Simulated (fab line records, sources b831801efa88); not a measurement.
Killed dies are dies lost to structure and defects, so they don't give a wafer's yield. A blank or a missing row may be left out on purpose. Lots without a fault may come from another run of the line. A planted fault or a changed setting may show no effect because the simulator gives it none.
A struck lot beside a sound one | flow sky130 | 19 steps out of a route of 708
Sound: wafers L850.2, L850.3, L850.4. Struck: wafer L858.4. (L858.3 of the same lot was not struck and is left out.) The cause comes at the end.
At each step with rows: each side's tool, then ch and its chambers, then its first start. Under that, the readings that differ: sound wafers | struck wafers | difference of the means | sigmas: that difference in standard deviations of wafers without a fault.
alike: readings whose means differ by less than 2 such deviations, and words and numbers that are the same on both sides. not compared: withheld readings, readings that some wafer has no value for, bounds like >300 that may hide the same value, and numbers for which the record gives no deviation and whose values overlap.
The two part at a step that has a row with sigmas, a row that says differs or no value, or rows on one side only. Numbers that don't overlap but have no deviation are shown without sigmas and don't part them. A reading that every wafer of one side lacks parts them only if that side has two wafers or more.

SKY_SONOS_TUNNEL_TW_MEAS_12:
  sound on film_metro-02, day 12 09:25; struck on film_metro-01, day 14 22:02
  alike: SONOS_TUNNEL_TW
then, 2 steps without rows for these wafers: SKY_SONOS_TUNNEL_CLEAN_13 (cleans in dHF, time 20 s); SKY_SONOS_ONO_OXIDATION_00 (stabilise 600 s, purge 300 s, target thk 2.6 nm).
SKY_SONOS_ONO_THK_MEAS_01:
  sound on film_metro-01, day 12 13:45; struck on film_metro-04, day 15 00:45
  alike: SONOS_ONO_OXIDATION_THK
then, 1 step without rows for these wafers: SKY_SONOS_ONO_CVD_02 (deposits Si3N4 from DCS/NH3, target thk 10.5 nm, time 180 s).
SKY_SONOS_ONO_THK_MEAS_03:
  sound on film_metro-04, day 12 14:52; struck on film_metro-02, day 15 02:41
  reading                   | sound             | struck | difference | sigmas
  SONOS_ONO_CVD_02_THK (nm) | 10.64 10.62 10.73 | 10.21  | -0.45      | -3
then, 1 step without rows for these wafers: SKY_SONOS_ONO_CVD_04 (deposits SiO2 from SiH4/N2O, target thk 5.7199 nm).
SKY_SONOS_ONO_THK_MEAS_05:
  sound on film_metro-02, day 12 16:10; struck on film_metro-04, day 15 04:00
  alike: SONOS_ONO_CVD_04_THK
then, 4 steps without rows for these wafers: SKY_SONOS_ONO_DEHYDRATE_06 (time 60 s); SKY_SONOS_ONO_HMDS_07 (prime time 60 s); SKY_SONOS_ONO_COAT_08 (resist thk 1140 nm); SKY_SONOS_ONO_SOFTBAKE_09 (time 60 s).
SKY_SONOS_ONO_EXPOSE_10: exposes mask ONOM, target cd 410 nm.
  sound on iline_stepper-01 ch 0, day 13 04:37; struck on iline_stepper-02 ch 0, day 15 17:53
  alike: mask
then, 2 steps without rows for these wafers: SKY_SONOS_ONO_PEB_11; SKY_SONOS_ONO_DEVELOP_12 (develop time 60 s).
SKY_SONOS_ONO_CD_MEAS_13: target cd 410 nm.
  sound on cd_sem-01, day 13 16:50; struck on cd_sem-02, day 16 08:07
  reading    | sound             | struck | difference | sigmas
  cd_nm (nm) | 409.2 409.4 409.8 | 348.6  | -60.9      | -26
SKY_SONOS_ONO_OVL_MEAS_14:
  sound on overlay-02, day 13 16:57; struck on overlay-01, day 16 08:12
  alike: SONOS_ONO_OVL
SKY_SONOS_ONO_ETCH_15: etches the open film in CHF3/O2, target depth 19.52 nm, time 7.8 s.
  sound on rie_diel-01 ch 0,2,3, day 13 16:59; struck on rie_diel-04 ch 2, day 16 08:14
  reading                    | sound             | struck | difference | sigmas
  rf_hours_counter_h (h)     | 63 85 4           | 89     | +38        |
  model.SONOS_ONO.cd_nm (nm) | 409.2 409.5 409.7 | 348.6  | -60.9      |
  alike: drypump_motor_current_A, oes_product_au, throttle_valve_pct
then, 1 step without rows for these wafers: SKY_SONOS_ONO_WET_ETCH_16 (etches SiO2 in dHF, target depth 14 nm, time 280 s).

WHERE THEY PART
First at SKY_SONOS_ONO_THK_MEAS_03; last, within this record, at SKY_SONOS_ONO_CD_MEAS_13. Later steps at which nothing parts them and some readings are alike: SKY_SONOS_ONO_OVL_MEAS_14, SKY_SONOS_ONO_ETCH_15.

WHY: what the simulator had put in
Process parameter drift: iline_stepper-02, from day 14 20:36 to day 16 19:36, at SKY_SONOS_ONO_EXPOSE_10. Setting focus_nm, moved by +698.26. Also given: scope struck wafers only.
